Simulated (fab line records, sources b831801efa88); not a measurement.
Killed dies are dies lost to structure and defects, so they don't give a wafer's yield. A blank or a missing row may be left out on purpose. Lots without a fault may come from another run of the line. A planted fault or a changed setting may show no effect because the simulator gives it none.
fab line records | flow sky130
record lots=7 wafers=21 last_day=51
route steps=708 shown PWDE@48 NWELL@56
lots that met no fault: from a run of the same line without faults
start_h: hours from the record's first day to the start of the lot's first wafer shown | wait_h: hours since the lot's step before | " the same as in the row above | L1.1+2: a row that stands for several wafers | - no value, or no start given | * or withheld: withheld | < > ~ a bound
route shown NAME@n: a module of which the file shows steps, and the number in the route of the first | usual: mean/standard deviation of fault-free wafers | same: alike in all rows | chamber/n: place in a boat | sites: the reading at each site | _std_site: their standard deviation | _edge_site: outer sites' mean less inner sites' | radius_mm: how far each site lies from the wafer's centre | mask NAME#n: copy n | behind: the tool/chamber that last shaped the wafer | hold: why the lot was held/for how many hours/how that ended | device: the transistor (n, p or np) that didn't switch | end of line: the same wafers' tests at the end of the route | a step without rows: its recipe alone | killed: dies lost to structure and defects at the first sort, not the wafer's yield | map: a wafer's dies, x killed, . not, _ none there
set.NAME: the setting as run; set.NAME@STEP: as run at that earlier step | model.NAME: the simulator's own value behind a step, which no gauge read
lots at some steps of the route; a table a step, a row a wafer
services: from which hour (start_h, from the record's first day; less than 0 if before it) a tool's chamber was out of use, for how many hours, and why
## steps
# step SKY_PWDE_SOFTBAKE_03
# recipe temp_c=110 time_s=withheld
# step SKY_PWDE_EXPOSE_04
# recipe mask_id=PWDEM na=0.6 source_shape=conventional sigma_outer=0.6 polarization=unpolarized target_cd_nm=840 dose_mj=214
# step SKY_PWDE_PEB_05
# recipe temp_c=115 time_s=withheld
# step SKY_PWDE_DEVELOP_06
# recipe wall_angle_deg=90 developer=TMAH develop_time_s=60 dev_temp_c=23
# step SKY_PWDE_OVL_MEAS_07
# usual PWDE_OVL=0.5/1.6
# columns lot.wafer tool chamber start_h wait_h PWDE_OVL[nm]
L221.2 overlay-02 - 72.39 - 2.0
L221.4 " - " " 1.1
L221.6 " - " " 0.7
L234.1 overlay-02 - 144.83 - 2.6
L234.3 " - " " -0.2
L234.4 " - " " 1.9
L235.1 overlay-02 - 152.68 - -0.1
L235.2 " - " " 0.9
L235.5 " - " " -0.3
L236.2 overlay-01 - 156.09 - 0.9
L236.3 " - " " 1.8
L236.6 " - " " 3.6
L240.3 overlay-02 - 174.44 - 0.1
L240.4 " - " " 0.1
L240.5 " - " " 1.0
L243.1 overlay-02 - 193.88 - 2.5
L243.3 " - " " 2.1
L243.6 " - " " 5.2
L244.3 overlay-01 - 198.09 - 0.3
L244.4 " - " " -0.5
L244.5 " - " " 0.6
# step SKY_PWDE_IMPLANT_08
# recipe species=B energy_kev=150 dose_cm2=3.6e+12 tilt_deg=withheld
# step SKY_PWDE_STRIP_09
# recipe chemistry=O2/N2 power_w=1400 pressure_mtorr=1500 platen_temp_c=withheld o2_flow_sccm=3000 n2_flow_sccm=300 overash_fraction=0.5
# usual drypump_motor_current_A=5.59/0.19 n2_flow_sccm=300.0/0.89 oes_product_au=0.723/0.0046 strip_time_to_endpoint_s=36.95/0.098
# columns lot.wafer tool chamber start_h wait_h drypump_motor_current_A n2_flow_sccm oes_product_au rf_hours_counter_h strip_time_to_endpoint_s
L221.2 plasma_asher-04 1 72.57 0.1 5.66 300.2 0.725 37 36.78
L221.4 " 1 " " 5.66 300.3 0.719 - 36.95
L221.6 " 0 " " 5.76 298.6 0.735 - 36.85
L234.1 plasma_asher-02 1 145.02 0.1 5.34 299.9 0.727 44 36.99
L234.3 " 1 " " 5.31 300.9 0.724 - 36.97
L234.4 " 0 " " 5.61 299.4 0.727 - 36.95
L235.1 plasma_asher-04 1 152.87 0.1 5.63 300.5 0.717 46 37.19
L235.2 " 0 " " 5.74 299.3 0.726 46 36.92
L235.5 " 1 " " 5.62 301.4 0.720 - 37.03
L236.2 plasma_asher-02 1 156.27 0.1 5.33 299.2 0.720 45 36.95
L236.3 " 1 " " 5.33 301.3 0.719 - 36.90
L236.6 " 1 " " 5.32 301.2 0.720 - 36.98
L240.3 plasma_asher-04 0 174.65 0.1 5.75 298.5 0.717 - 36.93
L240.4 " 1 " " 5.60 300.4 0.716 - 36.85
L240.5 " 0 " " 5.75 299.8 0.728 - 36.86
L243.1 plasma_asher-02 0 194.18 0.1 5.58 299.3 0.721 48 36.75
L243.3 " 1 " " 5.31 300.5 0.715 - 36.84
L243.6 " 1 " " 5.31 301.0 0.717 - 36.73
L244.3 plasma_asher-02 1 198.30 0.1 5.31 297.8 0.720 - 36.78
L244.4 " 0 " " 5.58 299.7 0.724 - 36.96
L244.5 " 1 " " 5.33 299.5 0.723 - 36.98
# step SKY_PWDE_TW_MEAS_10
# usual PWDE_TW=373/4.4
# columns lot.wafer tool chamber start_h wait_h PWDE_TW
L221.2 film_metro-01 - 72.68 0.1 380
L221.4 " - " " 376
L221.6 " - " " 377
L234.1 film_metro-03 - 145.12 0.1 369
L234.3 " - " " 368
L234.4 " - " " 370
L235.1 film_metro-03 - 152.97 0.1 366
L235.2 " - " " 367
L235.5 " - " " 369
L236.2 film_metro-01 - 156.38 0.1 374
L236.3 " - " " 376
L236.6 " - " " 375
L240.3 film_metro-04 - 174.74 0.1 376
L240.4 " - " " 378
L240.5 " - " " 377
L243.1 film_metro-01 - 194.28 0.1 378
L243.3 " - " " 377
L243.6 " - " " 378
L244.3 film_metro-04 - 198.39 0.1 376
L244.4 " - " " 375
L244.5 " - " " 378
# step SKY_NWELL_DEHYDRATE_03
# recipe temp_c=200 time_s=60
# step SKY_NWELL_HMDS_04
# recipe prime_time_s=60 prime_temp_c=120
# step SKY_NWELL_COAT_05
# recipe spin_rpm=2000 resist_thk_nm=3000
# step SKY_NWELL_SOFTBAKE_06
# recipe temp_c=110 time_s=withheld
# step SKY_NWELL_EXPOSE_07
# recipe mask_id=NWM na=0.6 source_shape=conventional sigma_outer=0.6 polarization=unpolarized target_cd_nm=840 dose_mj=255
# usual exposure_dose_mJ_cm2=254.95/0.26 focus_offset_nm=0.1/0.48 reticle_temp_C=23.01/0.11
# columns lot.wafer tool chamber start_h wait_h mask exposure_dose_mJ_cm2 focus_offset_nm reticle_temp_C
L221.2 iline_stepper-02 0 80.60 - NWM#0 255.20 0.3 23.05
L221.4 " 0 " " NWM#0 255.06 0.6 22.96
L221.6 " 0 " " NWM#0 255.34 -0.1 22.91
L234.1 iline_stepper-02 - 154.61 - NWM#0 - - -
L234.3 " - " " NWM#0 - - -
L234.4 " - " " NWM#0 - - -
L235.1 iline_stepper-02 - 163.14 - NWM#0 - - -
L235.2 " - " " NWM#0 - - -
L235.5 " - " " NWM#0 - - -
L236.2 iline_stepper-01 - 166.93 - NWM#0 - - -
L236.3 " - " " NWM#0 - - -
L236.6 " - " " NWM#0 - - -
L240.3 iline_stepper-01 0 185.69 - NWM#0 254.90 -0.1 22.88
L240.4 " 0 " " NWM#0 255.02 -0.4 23.03
L240.5 " 0 " " NWM#0 254.66 -0.2 22.75
L243.1 iline_stepper-02 0 204.33 - NWM#0 255.42 0.3 23.11
L243.3 " 0 " " NWM#0 255.06 0.0 22.91
L243.6 " 0 " " NWM#0 255.28 0.6 22.92
L244.3 iline_stepper-01 0 209.15 - NWM#0 254.45 0.2 23.04
L244.4 " 0 " " NWM#0 255.03 0.5 23.20
L244.5 " 0 " " NWM#0 254.88 -0.2 22.92
# step SKY_NWELL_PEB_08
# recipe temp_c=115 time_s=withheld
## services
# columns tool chamber start_h hours kind
iline_stepper-02 0 89.96 - calibration
iline_stepper-02 - 101.61 3.9 repair
iline_stepper-02 - 113.85 1.7 pm
iline_stepper-01 - 187.85 4.0 repair
plasma_asher-02 - 188.66 0.8 repair
iline_stepper-01 0 197.99 - calibration
## key
first_sign step=SKY_NWELL_EXPOSE_07 reading=tool_record direction=missing
effect none on later readings
met_at SKY_NWELL_EXPOSE_07
struck_wafers L234.1,L234.3,L234.4,L235.1,L235.2,L235.5,L236.2,L236.3,L236.6
sort_left_out L234.1,L234.3,L234.4,L235.1,L235.2,L235.5,L236.2,L236.3,L236.6
tester_left_out L234,L235,L236
onset_between 80.60 154.61
fault kind=skipped_step_whole tool=iline_stepper-01,iline_stepper-02 chamber=- onset_h=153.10 steps=SKY_NWELL_EXPOSE_07 scope=struck_lots_only
# tester_left_out: of these lots the tester's yield and bins aren't shown, on N5 and GAA mostly nor the transistor test; their killed dies are dies lost to structure and defects alone, not to doping, threshold or leakage, so they don't give the yield
# sort_left_out: the simulated sort isn't trusted on such a fault, so these wafers' sort isn't shown, and their yield isn't known
